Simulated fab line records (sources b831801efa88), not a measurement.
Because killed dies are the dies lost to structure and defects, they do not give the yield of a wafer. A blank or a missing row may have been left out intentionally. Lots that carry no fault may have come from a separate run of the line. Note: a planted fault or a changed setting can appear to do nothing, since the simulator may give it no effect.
fab line records    flow sfq_line
[record] lots = 14  wafers = 42  last_day = 81
route steps=325 shown L0@3
lots with no fault: from the same line, run without faults
start_h: hours from the record's first day to the start of the lot's first wafer shown    wait_h: hours elapsed since this lot's preceding step    " same as the row above    L1.1+2: one row covering several wafers at once    - no value present, or no start provided    * or withheld: withheld    < > ~ a bound
route shown NAME@n: names a module that has steps shown in the file, with the first one's number in the route    usual: the fault-free wafers' mean and standard deviation    same: alike in all rows    chamber/n: place in a boat    sites: the reading at each site    _std_site: standard deviation of those values    _edge_site: outer sites' mean less inner sites'    radius_mm: for every site, how far away it sits from the centre of the wafer    mask NAME#n: copy n    behind: tool/chamber where the wafer was last shaped    hold: why the lot went on hold/how many hours it stayed there/how the hold came to an end    device: whichever transistor did not switch (one of n, p or np)    end of line: tests run on the same wafers once the route is complete    step lacking rows: just its recipe    killed: not the wafer's yield, but the dies lost to structure and defects at the first sort    map: shows each die of a wafer: x if killed, . if not, _ if none is there
set.NAME: setting as actually run; set.NAME@STEP: the setting as run at that earlier step    model.NAME: the simulator's own value behind a step, which no gauge read
steps of the route over a sample of lots; a table a step, a row a wafer
services: a tool's chamber out of use, with start hour (start_h, from the record's first day; less than 0 if before it), hours out, and reason
[[steps]]
[step SFQ_TRILAYER_L0_DEP_SPUTTER_003]
[recipe] material = MoNx_KI  base_pressure_pa = 1.33e-06  target_thk_nm = 40  power_w = 800  time_s = 100  chamber_pressure_pa = 0.4
[usual] cathode_dc_power_W = 800.01/0.15  throttle_valve_pct = 30.0/1.6
lot.wafer  tool            chamber  start_h  wait_h  cathode_dc_power_W  throttle_valve_pct
L877.3     pvd_sputter-03  -        22.49    0.0     800.09              28.1
L877.4     "               -        "        "       800.33              28.1
L877.5     "               -        "        "       800.08              28.2
L879.2     pvd_sputter-05  -        32.49    0.0     800.29              29.9
L879.3     "               -        "        "       800.14              29.5
L879.5     "               -        "        "       800.06              29.7
L881.3     pvd_sputter-03  -        42.49    0.0     799.87              32.1
L881.4     "               -        "        "       800.32              30.6
L881.5     "               -        "        "       800.03              27.8
L882.1     pvd_sputter-03  -        47.49    0.0     800.19              28.2
L882.3     "               -        "        "       799.74              32.1
L882.6     "               -        "        "       799.98              32.5
L883.1     pvd_sputter-05  -        52.49    0.0     800.16              32.8
L883.2     "               -        "        "       799.96              29.7
L883.4     "               -        "        "       799.87              28.8
L884.1     pvd_sputter-03  -        57.49    0.0     799.83              30.6
L884.3     "               -        "        "       800.13              27.9
L884.5     "               -        "        "       800.21              32.4
L887.2     pvd_sputter-05  -        72.49    0.0     799.85              30.2
L887.3     "               -        "        "       800.13              29.0
L887.6     "               -        "        "       800.18              30.2
L888.1     pvd_sputter-03  -        77.49    0.0     800.02              28.2
L888.3     "               -        "        "       799.73              30.5
L888.4     "               -        "        "       799.92              32.2
L889.1     pvd_sputter-06  -        82.49    0.0     800.17              29.0
L889.2     "               -        "        "       799.97              28.6
L889.6     "               -        "        "       799.92              28.8
L890.3     pvd_sputter-03  -        87.49    0.0     799.71              32.3
L890.4     "               -        "        "       799.72              30.4
L890.6     "               -        "        "       800.03              32.6
L894.2     pvd_sputter-05  -        107.49   0.0     800.02              29.7
L894.3     "               -        "        "       800.15              32.5
L894.5     "               -        "        "       800.04              28.9
L895.2     pvd_sputter-06  -        112.49   0.0     800.18              28.9
L895.4     "               -        "        "       799.91              30.9
L895.5     "               -        "        "       799.99              28.9
L897.1     pvd_sputter-03  -        122.49   0.0     799.92              28.1
L897.4     "               -        "        "       800.23              32.5
L897.5     "               -        "        "       799.94              32.1
L898.2     pvd_sputter-05  -        127.49   0.0     799.77              29.9
L898.4     "               -        "        "       800.03              29.2
L898.5     "               -        "        "       800.20              29.9
[step SFQ_L0_RS_MEAS_901]
[recipe] thk_meas_gauge = four-point-probe  reads = MoNx_KI_of_TRILAYER_L0_DEP_SPUTTER_003
[usual] L0_MONX_KI_RS = 43.4/0.37
lot.wafer  tool           chamber  start_h  wait_h  L0_MONX_KI_RS[ohm/sq]
L877.3     film_metro-04  -        22.60    0.1     43.1
L877.4     "              -        "        "       43.2
L877.5     "              -        "        "       43.0
L879.2     film_metro-02  -        32.58    0.1     43.9
L879.3     "              -        "        "       43.7
L879.5     "              -        "        "       43.8
L881.3     film_metro-02  -        42.60    0.1     43.8
L881.4     "              -        "        "       43.4
L881.5     "              -        "        "       43.4
L882.1     film_metro-01  -        47.56    0.0     42.8
L882.3     "              -        "        "       43.4
L882.6     "              -        "        "       43.9
L883.1     film_metro-02  -        52.56    0.0     42.9
L883.2     "              -        "        "       42.9
L883.4     "              -        "        "       43.4
L884.1     film_metro-01  -        57.56    0.0     42.9
L884.3     "              -        "        "       43.7
L884.5     "              -        "        "       43.4
L887.2     film_metro-04  -        72.58    0.1     43.4
L887.3     "              -        "        "       43.6
L887.6     "              -        "        "       43.6
L888.1     film_metro-04  -        77.56    0.0     43.9
L888.3     "              -        "        "       44.1
L888.4     "              -        "        "       44.1
L889.1     film_metro-01  -        82.56    0.0     43.4
L889.2     "              -        "        "       43.5
L889.6     "              -        "        "       43.3
L890.3     film_metro-02  -        87.60    0.1     43.5
L890.4     "              -        "        "       43.1
L890.6     "              -        "        "       43.4
L894.2     film_metro-02  -        107.58   0.1     26.4
L894.3     "              -        "        "       26.6
L894.5     "              -        "        "       26.8
L895.2     film_metro-04  -        112.58   0.1     43.9
L895.4     "              -        "        "       44.5
L895.5     "              -        "        "       43.7
L897.1     film_metro-04  -        122.56   0.0     43.4
L897.4     "              -        "        "       43.7
L897.5     "              -        "        "       44.1
L898.2     film_metro-04  -        127.58   0.1     26.4
L898.4     "              -        "        "       26.5
L898.5     "              -        "        "       26.4
[step SFQ_L0_THK_MEAS_902]
[recipe] thk_meas_gauge = xrf  reads = MoNx_KI_of_TRILAYER_L0_DEP_SPUTTER_003
[usual] L0_MONX_KI_THK = 40.8/0.39
lot.wafer  tool           chamber  start_h  wait_h  L0_MONX_KI_THK[nm]
L877.3     film_metro-04  -        22.70    0.1     41.0
L877.4     "              -        "        "       40.7
L877.5     "              -        "        "       41.1
L879.2     film_metro-02  -        32.69    0.1     40.5
L879.3     "              -        "        "       40.6
L879.5     "              -        "        "       40.4
L881.3     film_metro-02  -        42.70    0.1     40.6
L881.4     "              -        "        "       40.9
L881.5     "              -        "        "       40.8
L882.1     film_metro-01  -        47.68    0.1     41.3
L882.3     "              -        "        "       40.4
L882.6     "              -        "        "       40.0
L883.1     film_metro-02  -        52.68    0.1     41.3
L883.2     "              -        "        "       41.2
L883.4     "              -        "        "       40.8
L884.1     film_metro-01  -        57.68    0.1     41.2
L884.3     "              -        "        "       40.5
L884.5     "              -        "        "       40.8
L887.2     film_metro-04  -        72.69    0.1     40.7
L887.3     "              -        "        "       40.5
L887.6     "              -        "        "       40.5
L888.1     film_metro-04  -        77.68    0.1     40.3
L888.3     "              -        "        "       40.0
L888.4     "              -        "        "       40.0
L889.1     film_metro-01  -        82.68    0.1     40.5
L889.2     "              -        "        "       41.2
L889.6     "              -        "        "       40.8
L890.3     film_metro-02  -        87.70    0.1     40.6
L890.4     "              -        "        "       41.0
L890.6     "              -        "        "       40.7
L894.2     film_metro-02  -        107.69   0.1     67.1
L894.3     "              -        "        "       66.3
L894.5     "              -        "        "       66.5
L895.2     film_metro-04  -        112.69   0.1     40.2
L895.4     "              -        "        "       39.6
L895.5     "              -        "        "       40.4
L897.1     film_metro-04  -        122.68   0.1     40.8
L897.4     "              -        "        "       40.6
L897.5     "              -        "        "       40.4
L898.2     film_metro-04  -        127.69   0.1     67.2
L898.4     "              -        "        "       67.3
L898.5     "              -        "        "       67.4
[step SFQ_TRILAYER_L0_ETCH_METAL_ETCH_008]
[recipe] target = MoNx_KI  stop_on = SiO2  mask_material = PR  chemistry = SF6/O2  target_depth_nm = 50  icp_w = 600  bias_w = 80  pressure_mtorr = 10  time_s = 25
[usual] drypump_motor_current_A = 5.9/0.37  oes_product_au = 0.875/0.0059
lot.wafer  tool          chamber  start_h  wait_h  drypump_motor_current_A  oes_product_au  rf_hours_counter_h
L877.3     rie_metal-01  1        78.88    0.0     5.7                      0.880           -
L877.4     "             0        "        "       5.8                      0.875           -
L877.5     "             1        "        "       5.7                      0.882           -
L879.2     rie_metal-02  0        101.56   0.0     6.5                      0.867           136
L879.3     "             1        "        "       5.2                      0.872           -
L879.5     "             0        "        "       6.5                      0.875           -
L881.3     rie_metal-02  0        112.45   0.1     6.5                      0.863           -
L881.4     "             0        "        "       6.5                      0.877           -
L881.5     "             0        "        "       6.5                      0.869           -
L882.1     rie_metal-01  0        118.36   0.0     5.8                      0.877           22
L882.3     "             0        "        "       5.8                      0.873           -
L882.6     "             1        "        "       5.8                      0.865           -
L883.1     rie_metal-01  1        124.36   0.0     5.7                      0.881           58
L883.2     "             0        "        "       5.8                      0.878           23
L883.4     "             1        "        "       5.8                      0.875           -
L884.1     rie_metal-01  1        130.36   0.0     5.7                      0.876           59
L884.3     "             0        "        "       5.8                      0.871           -
L884.5     "             0        "        "       5.8                      0.876           -
L887.2     rie_metal-01  0        151.94   0.0     5.8                      0.882           28
L887.3     "             0        "        "       5.7                      0.872           -
L887.6     "             0        "        "       5.7                      0.870           -
L888.1     rie_metal-01  1        157.94   0.0     5.7                      0.869           64
L888.3     "             1        "        "       5.7                      0.871           -
L888.4     "             0        "        "       5.8                      0.864           -
L889.1     rie_metal-03  1        168.33   0.0     6.2                      0.875           6
L889.2     "             0        "        "       5.5                      0.880           43
L889.6     "             1        "        "       6.3                      0.866           -
L890.3     rie_metal-01  1        175.00   0.0     5.8                      0.869           -
L890.4     "             0        "        "       5.8                      0.879           -
L890.6     "             1        "        "       5.7                      0.877           -
L894.2     rie_metal-02  1        195.39   0.0     5.2                      1.005           11
L894.3     "             0        "        "       6.5                      1.010           -
L894.5     "             1        "        "       5.2                      0.997           -
L895.2     rie_metal-01  1        200.19   0.0     5.8                      0.859           71
L895.4     "             1        "        "       5.8                      0.859           -
L895.5     "             1        "        "       5.8                      0.870           -
L897.1     rie_metal-01  0        214.59   0.0     5.8                      0.882           39
L897.4     "             0        "        "       5.8                      0.876           -
L897.5     "             1        "        "       5.8                      0.865           -
L898.2     rie_metal-02  1        222.99   0.0     5.2                      0.997           15
L898.4     "             1        "        "       5.2                      1.004           -
L898.5     "             1        "        "       5.2                      1.002           -
[[services]]
tool            chamber  start_h  hours  kind
rie_metal-03    -        54.85    14.6   pm
pvd_sputter-03  -        59.07    7.8    repair
pvd_sputter-03  -        68.72    4.0    repair
rie_metal-03    1        88.44    22.6   repair
rie_metal-03    0        89.76    2.1    repair
pvd_sputter-06  -        104.58   1.2    repair
rie_metal-02    1        105.56   -      clean
rie_metal-02    1        105.56   20.7   scheduled_down
rie_metal-02    1        105.56   20.7   vent_cycle
rie_metal-03    1        111.08   -      clean
rie_metal-03    1        111.08   13.3   scheduled_down
rie_metal-03    1        111.08   13.3   vent_cycle
pvd_sputter-05  -        173.53   13.9   repair
pvd_sputter-05  -        183.10   0.7    repair
pvd_sputter-05  1        187.47   -      consumable_replace:kit
pvd_sputter-05  1        187.47   18.0   scheduled_down
pvd_sputter-05  1        187.47   18.0   vent_cycle
pvd_sputter-03  -        189.83   4.6    repair
[[key]]
[first_sign] step = SFQ_L0_RS_MEAS_901  reading = L0_MONX_KI_RS  direction = down  sigmas = 46  usual = 43.4  struck = 26.5
[effect] step = SFQ_L0_THK_MEAS_902  reading = L0_MONX_KI_THK  direction = up  sigmas = 67  usual = 40.8  struck = 67.0
[effect] step = SFQ_TRILAYER_L0_ETCH_METAL_ETCH_008  reading = oes_product_au  direction = up  sigmas = 21  usual = 0.875  struck = 1.002
met_at SFQ_TRILAYER_L0_DEP_SPUTTER_003
struck_lots L894,L898
onset_between 72.49 107.49
[fault] kind = process_parameter_drift  tool = pvd_sputter-05  chamber = -  onset_h = 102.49  steps = SFQ_TRILAYER_L0_DEP_SPUTTER_003  channel = target_thk_nm  offset = 25.114  shape = step  end_h = 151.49  acts_in = these_recipes_only  stated = 40
